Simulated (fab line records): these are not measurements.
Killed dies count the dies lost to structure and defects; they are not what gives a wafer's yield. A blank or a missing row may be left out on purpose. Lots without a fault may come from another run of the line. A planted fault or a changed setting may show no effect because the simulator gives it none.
Split-lot trial ; flow sfq-line ; 23 wafers read across 5 lots, on a route 325 steps long

## ON THE SPLIT
At SFQ_TRILAYER_M7_DEP_SPUTTER_175 (material Nb, target thk 200 nm, time 133.3 s), the setting power-w was moved away from the recipe's 2000 W on 5 of the 23 wafers read, by -10.7% to +4.4%. This setting was run at the recipe's value on the other wafers.

## FROM THE SPLIT TO THE READING: what the file shows between them, 5 steps
- SFQ_M7_RS_MEAS_943: measures by four-point-probe
- SFQ_TRILAYER_M7_LITHO_EXPOSE_178: exposes mask M7, target cd 500 nm (also split here: dose-mj)
- SFQ_TRILAYER_M7_LITHO_PEB_180: peb time 60 s
- SFQ_TRILAYER_M7_LITHO_DEVELOP_179: time 60 s
- SFQ_TRILAYER_M7_BARC_OPEN_METAL_ETCH_229: etches BARC in O2, target depth 125 nm, time 41.7 s

## THE READING
oes-product-au, in a.u., at SFQ_TRILAYER_M7_ETCH_METAL_ETCH_180 (etches Nb in Cl2/Ar, stops on SiO2, target depth 240 nm, time 120 s). On this fab line, fault-free wafers typically give 0.891 a.u. with a standard deviation of 0.0086 a.u.

wafer;tool, chamber at the split;power-w as run, W;against the recipe;oes-product-au, a.u.;against lot-mates on the recipe
L076.1;pvd-sputter-05, -;2000;recipe;0.889;-
L076.2;pvd-sputter-05, -;2000;recipe;0.891;-
L076.3;pvd-sputter-05, -;2000;recipe;0.909;-
L076.4;pvd-sputter-05, -;2000;recipe;0.899;-
L076.6;pvd-sputter-05, -;2000;recipe;0.896;-
L078.1;pvd-sputter-06, -;2000;recipe;0.880;-
L078.2;pvd-sputter-06, -;2000;recipe;0.884;-
L078.4;pvd-sputter-06, -;2000;recipe;0.893;-
L078.5;pvd-sputter-06, -;2000;recipe;0.883;-
L078.6;pvd-sputter-06, -;2000;recipe;0.882;-
L079.2;pvd-sputter-05, -;2000;recipe;0.887;-
L079.3;pvd-sputter-05, -;1786;-10.7%;0.837;-0.038
L079.4;pvd-sputter-05, -;1786;-10.7%;0.826;-0.049
L079.5;pvd-sputter-05, -;1786;-10.7%;0.838;-0.037
L079.6;pvd-sputter-05, -;2000;recipe;0.864;-
L080.3;pvd-sputter-06, -;2000;recipe;0.883;-
L080.5;pvd-sputter-06, -;2000;recipe;0.879;-
L080.6;pvd-sputter-06, -;2000;recipe;0.885;-
L084.1;pvd-sputter-06, -;2088;+4.4%;0.908;+0.018
L084.2;pvd-sputter-06, -;2000;recipe;0.889;-
L084.3;pvd-sputter-06, -;2088;+4.4%;0.918;+0.028
L084.5;pvd-sputter-06, -;2000;recipe;0.882;-
L084.6;pvd-sputter-06, -;2000;recipe;0.899;-

FIT RESULTS
A straight line over all 23 wafers: oes-product-au changes by +0.00513 a.u. for each +1% of power-w; r = +0.92; the points scatter about the line by 0.0093 a.u.
The same after taking each lot's own level away (the mean of its wafers on the recipe; 23 wafers): +0.00408 a.u. for each +1%; r = +0.93; scatter 0.0068 a.u.
Per that fit: largest power-w move, reading shift of 0.044 a.u.
From 0.8755 to 0.8968 a.u.: that is the span of the lots' own levels, equal to 2.5 times the standard deviation above.
Thus the slope moves with the lot-to-lot level: the two fits are different.
Check: for one of the wafers moved furthest among these (-10.7%), held out of the fit, the line's prediction against its lot-mates is -0.045 a.u. It came out at -0.0385 a.u. against them.

## THESE WAFERS: OTHER SPLITS
Before the reading, these wafers also passed through other splits. Each is held against what the fit with the lots' levels taken away leaves over:
other split on the same wafers;wafers away from the commonest value;r with oes-product-au (lot level and that fit taken away)
SFQ_TRILAYER_JJ_CE_LITHO_EXPOSE_115 dose-mj;5;+0.27
SFQ_TRILAYER_M5_LITHO_COAT_128 spin-rpm;6;-0.24
SFQ_TRILAYER_M5_ETCH_METAL_ETCH_126 time-s;6;+0.00
SFQ_TRILAYER_R5_LITHO_COAT_141 spin-rpm;8;+0.06
SFQ_TRILAYER_R5_BARC_OPEN_METAL_ETCH_177 time-s;7;+0.03
SFQ_TRILAYER_I5_LITHO_COAT_149 resist-thk-nm;6;-0.20
SFQ_TRILAYER_I5_BARC_OPEN_VIA_ETCH_200 pressure-mtorr;10;-0.01
SFQ_TRILAYER_C5_LITHO_COAT_156 spin-rpm;12;-0.23
SFQ_TRILAYER_M6_ETCH_METAL_ETCH_162 icp-w;9;-0.28
SFQ_TRILAYER_M7_LITHO_EXPOSE_178 dose-mj;10;-0.21

## THE WHOLE CHAIN: every reading that the file lists as answering this split, in the file's order
step;what it does;reading;change (the file's fit);r (the file's)
SFQ_TRILAYER_M7_DEP_SPUTTER_175;material Nb, target thk 200 nm, time 133.3 s;Nb_of_TRILAYER_M7_DEP_SPUTTER_175.thk-nm (the simulator's own value, which no gauge read);+1.9 nm for each +1% of the setting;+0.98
SFQ_M7_RS_MEAS_943;measures by four-point-probe;M7_NB_RS;-0.00958 for each +1% of the setting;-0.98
SFQ_TRILAYER_M7_ETCH_METAL_ETCH_180;etches Nb in Cl2/Ar, stops on SiO2, target depth 240 nm, time 120 s;oes-product-au;+0.0041 a.u. for each +1% of the setting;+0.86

## FILE'S OWN FIT
oes-product-au changes by +0.0041 a.u. for each +1% of power-w, r = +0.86.
